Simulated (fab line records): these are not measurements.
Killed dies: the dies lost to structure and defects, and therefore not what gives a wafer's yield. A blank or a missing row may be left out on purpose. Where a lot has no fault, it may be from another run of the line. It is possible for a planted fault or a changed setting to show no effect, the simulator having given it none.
Chamber matching + flow sfq line + cmp-02 running SFQ_TRILAYER_I2_CMP_CMP_064: 4 sister chambers
The step polishes SiO2. 14 wafers are shown with their chamber, then 7 later ones without.

## WAFERS, EACH WITH ITS CHAMBER
| wafer  | chamber | motor current A (A) | time to endpoint s (s) | head pressure psi (psi) |
|--------|---------|---------------------|------------------------|-------------------------|
| L719.2 | 1       | 9.4                 | 206                    | 2.994                   |
| L719.3 | 3       | 10.9                | 193                    | 2.990                   |
| L719.6 | 1       | 9.3                 | 209                    | 2.986                   |
| L725.3 | 1       | 9.2                 | 209                    | 3.004                   |
| L725.5 | 0       | 10.0                | 239                    | 3.006                   |
| L725.6 | 3       | 11.1                | 214                    | 3.013                   |
| L726.2 | 0       | 9.8                 | 216                    | 3.012                   |
| L726.3 | 3       | 11.3                | 208                    | 3.003                   |
| L726.4 | 2       | 9.7                 | 219                    | 2.996                   |
| L727.1 | 2       | 9.9                 | 208                    | 2.990                   |
| L727.2 | 3       | 10.3                | 193                    | 3.002                   |
| L727.6 | 2       | 8.9                 | 218                    | 2.996                   |
| L729.1 | 2       | 9.5                 | 215                    | 2.998                   |
| L729.3 | 1       | 9.5                 | 197                    | 3.000                   |

SIGNATURES (averages over the wafers above)
| reading            | chamber 0 | chamber 1 | chamber 2 | chamber 3 | scatter within a chamber |
|--------------------|-----------|-----------|-----------|-----------|--------------------------|
| motor current A    | 9.900     | 9.350     | 9.500     | 10.900    | 0.345                    |
| time to endpoint s | 227.50    | 205.25    | 215.00    | 202.00    | 8.82                     |
| head pressure psi  | 3.00900   | 2.99600   | 2.99500   | 3.00200   | 0.0071                   |
Rule: for a wafer and a chamber, the distance is found by dividing, reading by reading, the gap between the wafer's reading and the chamber's mean by the reading's scatter, squaring, summing and taking the root. If the next closest chamber is less than 2 further off than the closest, the wafer can't be placed; otherwise it belongs to the closest. The scatter is the square root of a quotient: the sum, over the shown wafers, of each reading's squared deviation from its chamber's mean, divided by wafers minus chambers.

## WAFERS WHOSE CHAMBER IS MISSING
| wafer  | motor current A (A) | time to endpoint s (s) | head pressure psi (psi) |
|--------|---------------------|------------------------|-------------------------|
| L729.5 | 9.6                 | 217                    | 3.000                   |
| L740.3 | 9.8                 | 202                    | 3.005                   |
| L740.4 | 9.1                 | 208                    | 2.999                   |
| L740.6 | 9.6                 | 213                    | 2.999                   |
| L741.3 | 9.8                 | 216                    | 3.000                   |
| L741.4 | 10.1                | 217                    | 2.997                   |
| L741.6 | 9.8                 | 219                    | 2.999                   |

## WHICH CHAMBER EACH WENT THROUGH
| wafer  | from the rows above               | in truth |
|--------|-----------------------------------|----------|
| L729.5 | can't be placed: 2 or 1 or 0      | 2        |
| L740.3 | can't be placed: 1 or 2 or 0 or 3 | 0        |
| L740.4 | can't be placed: 1 or 2           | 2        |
| L740.6 | can't be placed: 2 or 1 or 0      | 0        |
| L741.3 | can't be placed: 2 or 0 or 1      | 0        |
| L741.4 | can't be placed: 2 or 0 or 1 or 3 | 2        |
| L741.6 | can't be placed: 2 or 0 or 1      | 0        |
0 of 7 placed correctly. Not placeable from these rows: 7 (in 7, the candidates include the true chamber). Number placed wrongly: 0.
